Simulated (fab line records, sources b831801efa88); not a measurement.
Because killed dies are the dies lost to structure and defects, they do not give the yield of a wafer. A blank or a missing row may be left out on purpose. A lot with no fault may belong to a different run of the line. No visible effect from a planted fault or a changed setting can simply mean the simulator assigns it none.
Which tool did it? -- flow sky130 -- 13 lots with 38 wafers sampled at 3 steps, on a route of 708 steps

## WHAT EACH GAUGE READ, for each wafer
SKY_VT_ADJUST_HVTR_OVL_MEAS_08. Usual: VT_ADJUST_HVTR_OVL gives -0.3 nm (standard deviation 1.3).
lot,measured,on,VT_ADJUST_HVTR_OVL (nm),flag
L204,day 9 07:59,overlay-02,0.3 1.5 1.1,
L205,day 9 19:14,overlay-02,-1.0 0.0 0.3,
L207,day 10 06:32,overlay-02,-0.5 -0.7 1.7,
L209,day 10 21:43,overlay-02,-1.3 0.2 -0.1,
L210,day 11 03:56,overlay-02,1.6 2.2 1.7,
L211,day 11 13:02,overlay-01,1.9 1.6 1.0,
L214,day 12 12:05,overlay-02,0.1 0.8,
L215,day 12 18:11,overlay-02,-1.1 -0.8 -0.6,
L221,day 14 20:20,overlay-02,-0.2 -2.0 -1.0,
L223,day 15 06:26,overlay-01,-0.2 -0.7 -0.3,
L224,day 15 10:35,overlay-02,-0.3 -1.5 -1.0,
L225,day 15 15:44,overlay-02,1.0 -0.5 -0.8,
L226,day 15 23:41,overlay-01,-2.2 -2.3 -2.3,

## WHAT TOOL EACH LOT RAN ON (gives the tool, then ch and the chambers of the sampled wafers, and finally the start)
lot,SKY_VT_ADJUST_HVTP_STRIP_10,SKY_VT_ADJUST_NCORE_STRIP_10
L204,"plasma-asher-01 ch 0,1, day 6 01:27","plasma-asher-03 ch 0,1, day 8 10:36"
L205,"plasma-asher-04 ch 0,1, day 6 10:10","plasma-asher-02 ch 0,1, day 8 21:45"
L207,"plasma-asher-03 ch 0,1, day 6 20:22","plasma-asher-01 ch 0,1, day 9 09:37"
L209,"plasma-asher-04 ch 0,1, day 7 08:10","plasma-asher-01 ch 0,1, day 9 22:58"
L210,"plasma-asher-03 ch 0,1, day 7 15:01","plasma-asher-02 ch 0,1, day 10 05:27"
L211,"plasma-asher-04 ch 0,1, day 7 22:24","plasma-asher-01 ch 0,1, day 10 13:43"
L214,"plasma-asher-01 ch 1, day 8 17:30","plasma-asher-01 ch 0, day 11 12:19"
L215,"plasma-asher-03 ch 0,1, day 8 22:45","plasma-asher-01 ch 0,1, day 11 17:38"
L221,"plasma-asher-04 ch 0,1, day 10 17:34","plasma-asher-01 ch 0,1, day 13 18:51"
L223,"plasma-asher-01 ch 0,1, day 11 03:27","plasma-asher-03 ch 0,1, day 14 05:04"
L224,"plasma-asher-03 ch 0,1, day 11 07:19","plasma-asher-03 ch 0,1, day 14 08:51"
L225,"plasma-asher-04 ch 0,1, day 11 12:58","plasma-asher-03 ch 0,1, day 14 14:33"
L226,"plasma-asher-04 ch 0,1, day 11 20:43","plasma-asher-03 ch 0, day 14 22:13"
- SKY_VT_ADJUST_HVTP_STRIP_10: strips in O2/N2.
- SKY_VT_ADJUST_NCORE_STRIP_10: strips in O2/N2.

## AS READ BY THE TOOLS THEMSELVES (means over the sampled wafers that have a number; for cases with no such wafer, the mark the record gives instead)
SKY_VT_ADJUST_HVTP_STRIP_10. Usual: drypump-motor-current-A 5.6 A, standard deviation 0.52; n2-flow-sccm 300.0 sccm, standard deviation 0.93; oes-product-au 0.716 a.u., standard deviation 0.0046; strip-time-to-endpoint-s 14.17 s, standard deviation 0.039.
lot,tool,drypump-motor-current-A (A),n2-flow-sccm (sccm),oes-product-au (a.u.),strip-time-to-endpoint-s (s),flag
L204,plasma-asher-01,5.5,300.7,0.713,14.19,
L205,plasma-asher-04,5.7,300.0,0.714,14.18,
L207,plasma-asher-03,5.2,300.7,0.713,14.14,
L209,plasma-asher-04,5.6,299.4,0.714,14.15,
L210,plasma-asher-03,5.5,299.0,0.719,14.20,
L211,plasma-asher-04,6.1,298.9,0.712,14.20,
L214,plasma-asher-01,5.6,300.1,0.718,14.22,
L215,plasma-asher-03,5.5,300.3,0.708,14.16,
L221,plasma-asher-04,6.1,300.1,0.717,14.12,
L223,plasma-asher-01,5.4,299.2,0.717,14.13,
L224,plasma-asher-03,5.2,300.5,0.718,14.25,
L225,plasma-asher-04,6.1,300.4,0.717,14.17,
L226,plasma-asher-04,5.7,301.4,0.715,14.17,

SKY_VT_ADJUST_NCORE_STRIP_10. Usual: drypump-motor-current-A 5.6 A, standard deviation 0.52; n2-flow-sccm 300.1 sccm, standard deviation 0.92; oes-product-au 0.716 a.u., standard deviation 0.0046; strip-time-to-endpoint-s 14.17 s, standard deviation 0.037.
lot,tool,drypump-motor-current-A (A),n2-flow-sccm (sccm),oes-product-au (a.u.),strip-time-to-endpoint-s (s),flag
L204,plasma-asher-03,5.5,300.4,0.716,14.11,
L205,plasma-asher-02,6.3,299.7,0.711,14.16,
L207,plasma-asher-01,5.5,299.9,0.711,14.15,
L209,plasma-asher-01,5.5,300.4,0.712,14.17,
L210,plasma-asher-02,6.3,299.9,0.719,14.17,
L211,plasma-asher-01,5.4,299.7,0.715,14.20,
L214,plasma-asher-01,5.3,300.4,0.713,14.16,
L215,plasma-asher-01,5.4,300.2,0.715,14.16,
L221,plasma-asher-01,5.4,299.5,0.714,14.23,
L223,plasma-asher-03,5.5,299.4,0.716,14.25,
L224,plasma-asher-03,5.5,300.1,0.716,14.15,
L225,plasma-asher-03,5.2,300.3,0.719,14.20,
L226,plasma-asher-03,5.8,298.1,0.719,14.14,

## THE ANSWER, worked out from the rows above alone
Rule: a lot is off if the mean of its wafers that have a number lies more than 3 standard deviations from the usual mean. A lot without any number at a reading at which 4 lots or more have one is off too. Where the step has rows for the other lots, those lots are counted as sound. First the gauges in route order, then the tools' own readings, where a lot's mean is used as printed above. At the first step where some lot is off, the reading lying furthest off is the one used; lots without a number count as furthest.
Nothing can be told from this: no lot is off at any reading shown.

## WHAT WAS PUT IN BY THE SIMULATOR
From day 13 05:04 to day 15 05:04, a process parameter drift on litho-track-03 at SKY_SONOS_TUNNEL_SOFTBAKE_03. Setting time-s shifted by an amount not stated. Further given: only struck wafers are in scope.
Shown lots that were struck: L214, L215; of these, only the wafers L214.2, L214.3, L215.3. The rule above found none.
